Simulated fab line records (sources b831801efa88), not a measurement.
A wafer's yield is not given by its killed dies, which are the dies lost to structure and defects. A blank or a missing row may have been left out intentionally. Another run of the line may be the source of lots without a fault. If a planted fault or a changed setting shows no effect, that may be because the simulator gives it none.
A struck lot beside a sound one -- flow gf180mcu -- 15 out of 602 route steps
Sound: the wafers L771.1, L771.2, L771.3. The struck wafers were L775.3, L775.5, L775.6. The cause comes at the end.
Each step with rows lists, per side, the tool, then ch with its chambers, then its first start. Under that, the readings that differ: sound wafers -- struck wafers -- difference of the means -- sigmas: that difference in standard deviations of wafers without a fault.
alike: same words and numbers on both sides, and readings whose means sit less than 2 such deviations apart. not compared: any withheld reading, any reading some wafer has no value for, any bound like >300 that may hide the same value, and any number with overlapping values for which the record gives no deviation.
Wherever a step has rows on one side only, a row that says differs or no value, or a row with sigmas, the two part there. Non-overlapping numbers with no deviation appear without sigmas and do not part them. Lack of a reading on every wafer of one side parts them only where that side has two or more wafers.

GF_VT_IMPLANT_OVL_MEAS_18:
  sound on overlay-01, day 7 12:13; struck on overlay-02, day 8 15:40
  alike: VT_IMPLANT_01_OVL
following that, these wafers have no rows for 1 step: GF_VT_IMPLANT_IMPLANT_19.
GF_VT_IMPLANT_STRIP_20: strips in O2/N2.
  sound on plasma asher-03 ch 0,1, day 7 12:24; struck on plasma asher-01 ch 0,1, day 8 15:53
  alike: drypump motor current A, heater power w, oes product au, strip time to endpoint s
  not compared: rf hours counter h
GF_VT_IMPLANT_TW_MEAS_21:
  sound on film metro-03, day 7 12:30; struck on film metro-01, day 8 15:58
  alike: VT_IMPLANT_2_TW
then, 7 steps without rows for these wafers: GF_VT_IMPLANT_DEHYDRATE_22 (time 60 s); GF_VT_IMPLANT_HMDS_23 (prime time 60 s); GF_VT_IMPLANT_COAT_24 (resist thk 1000 nm); GF_VT_IMPLANT_SOFTBAKE_25 (time 60 s); GF_VT_IMPLANT_EXPOSE_26 (exposes mask LVPWELL HV AREA, target cd 860 nm); GF_VT_IMPLANT_PEB_27; GF_VT_IMPLANT_DEVELOP_28 (develop time 60 s).
GF_VT_IMPLANT_OVL_MEAS_29:
  sound on overlay-02, day 8 05:19; struck on overlay-02, day 9 08:54
  alike: VT_IMPLANT_02_OVL
GF_VT_IMPLANT_IMPLANT_30:
  sound on implanter-04 ch 0, day 8 05:21; struck on implanter-01 ch 0, day 9 08:59
reading,sound,struck,difference,sigmas
tilt deg (degrees),6.986 6.986 6.991,6.703 6.686 6.696,-0.293,-15
GF_VT_IMPLANT_STRIP_31: strips in O2/N2.
  sound on plasma asher-01 ch 0,1, day 8 05:30; struck on plasma asher-03 ch 0,1, day 9 09:07
reading,sound,struck,difference,sigmas
drypump motor current A (A),5.4 5.2 5.2,6.0 6.0 5.9,+0.7,+2
  alike: heater power w, oes product au, strip time to endpoint s
  not compared: rf hours counter h
-- a jump in the record: the struck wafers' starts before and after are 22 days apart (it breaks off in module VT_IMPLANT and resumes in module PASSIVATION, where the first step shown is number 602 of the route) --
GF_PASSIVATION_PROBE_99:
  rows exist in the record for the struck wafers here (prober-02, day 31 20:29), but not for the sound ones

WHERE THEY PART
Earliest at GF_VT_IMPLANT_IMPLANT_30; latest, in this record, at GF_PASSIVATION_PROBE_99.

WHY: what the simulator had put in
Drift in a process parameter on implanter-01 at GF_VT_IMPLANT_IMPLANT_30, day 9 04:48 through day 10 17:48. From 7, the setting tilt deg moved by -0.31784. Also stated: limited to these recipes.
